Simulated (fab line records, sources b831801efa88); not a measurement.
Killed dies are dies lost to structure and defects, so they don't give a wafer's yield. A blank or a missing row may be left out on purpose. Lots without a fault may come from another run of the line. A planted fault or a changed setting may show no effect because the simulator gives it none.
Tool commonality check | flow gf180mcu | 13 lots, 39 wafers sampled

WHY IT WAS OPENED
At GF_VT_IMPLANT_RS_MEAS_49 the reading MVPSD_RS is flagged on 2 of 13 lots. Wafers without a fault read 1170 ohm/sq, standard deviation 3.
Rule: a lot is flagged when every wafer of it that has a number lies more than 4 standard deviations from that mean, or none has a number. The other lots count as sound.

lot  | measured     | on            | MVPSD_RS (ohm/sq), wafer by wafer | flag
L425 | day 7 13:50  | film_metro-01 | 1174 1166 1169                    |
L426 | day 7 17:56  | film_metro-02 | 1167 1164 1169                    |
L427 | day 8 00:21  | film_metro-04 | 1174 1170 1170                    |
L428 | day 8 09:39  | film_metro-04 | 1172 1172 1173                    |
L429 | day 8 14:36  | film_metro-04 | 1173 1174 1174                    |
L433 | day 9 19:48  | film_metro-02 | 1171 1169 1165                    |
L435 | day 10 05:58 | film_metro-01 | 1169 1168 1171                    |
L436 | day 10 13:10 | film_metro-02 | 1168 1164 1165                    |
L437 | day 10 19:10 | film_metro-02 | 1167 1164 1169                    |
L438 | day 11 02:11 | film_metro-04 | 1169 1171 1171                    |
L441 | day 12 01:07 | film_metro-04 | 1259 1264 1258                    | FLAGGED
L442 | day 12 05:43 | film_metro-01 | 1259 1255 1262                    | FLAGGED
L446 | day 13 11:32 | film_metro-01 | 1170 1166 1171                    |
The numbers of the flagged lots are 1260 ohm/sq on average: +90 ohm/sq against the usual, or +30 standard deviations.

WHICH TOOL RAN EACH LOT
The record holds 1 process step before the reading, out of a route of 602 steps. In each cell: the tool, then ch and the chambers that the sampled wafers went through, then the start.
lot  | flag    | GF_MVPSD_IMPLANT_08
L425 |         | implanter-02 ch 0, day 5 00:35
L426 |         | implanter-01 ch 0, day 5 05:40
L427 |         | implanter-04 ch 0, day 5 10:37
L428 |         | implanter-02 ch 0, day 5 17:30
L429 |         | implanter-01 ch 0, day 5 22:37
L433 |         | implanter-02 ch 0, day 7 01:50
L435 |         | implanter-02 ch 0, day 7 10:31
L436 |         | implanter-01 ch 0, day 7 16:31
L437 |         | implanter-01 ch 0, day 7 22:38
L438 |         | implanter-01 ch 0, day 8 05:05
L441 | FLAGGED | implanter-01 ch 0, day 8 23:18
L442 | FLAGGED | implanter-01 ch 0, day 9 04:07
L446 |         | implanter-02 ch 0, day 10 06:23
What these steps do:
- GF_MVPSD_IMPLANT_08
- GF_VT_IMPLANT_RS_MEAS_49: measures by four-point-probe.

FLAGGED OVER TOTAL, TOOL BY TOOL (the gauges that took the reading come last)
step                     | tool          | lots run | flagged | share of the flagged lots | sound lots run after its first flagged lot
GF_MVPSD_IMPLANT_08      | implanter-01  | 7        | 2       | all                       | 0
GF_MVPSD_IMPLANT_08      | implanter-02  | 5        | 0       | none                      | -
GF_MVPSD_IMPLANT_08      | implanter-04  | 1        | 0       | none                      | -
GF_VT_IMPLANT_RS_MEAS_49 | film_metro-01 | 4        | 1       | some                      | 1 (L446)
GF_VT_IMPLANT_RS_MEAS_49 | film_metro-02 | 4        | 0       | none                      | -
GF_VT_IMPLANT_RS_MEAS_49 | film_metro-04 | 5        | 1       | some                      | 0

WHAT THE TABLE ALLOWS
1 row of the table ran every flagged lot: implanter-01 at GF_MVPSD_IMPLANT_08.
- implanter-01 at GF_MVPSD_IMPLANT_08: 2 of its 7 lots flagged. Its last sound lot is L438 (day 8 05:05), its first flagged lot L441 (day 8 23:18): a fault that began between those two fits. Its own readings lie more than 4 standard deviations out on every wafer of the flagged lots: dose_ions_cm2, faraday_current_uA.
One tool is left: implanter-01 at GF_MVPSD_IMPLANT_08.

WHAT THE SIMULATOR HAD PUT IN
Process parameter drift: implanter-01, from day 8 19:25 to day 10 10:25, at GF_MVPSD_IMPLANT_08. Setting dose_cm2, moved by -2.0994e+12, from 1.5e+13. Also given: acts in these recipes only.
Lots struck among those shown: L441, L442. The rule above found the same.
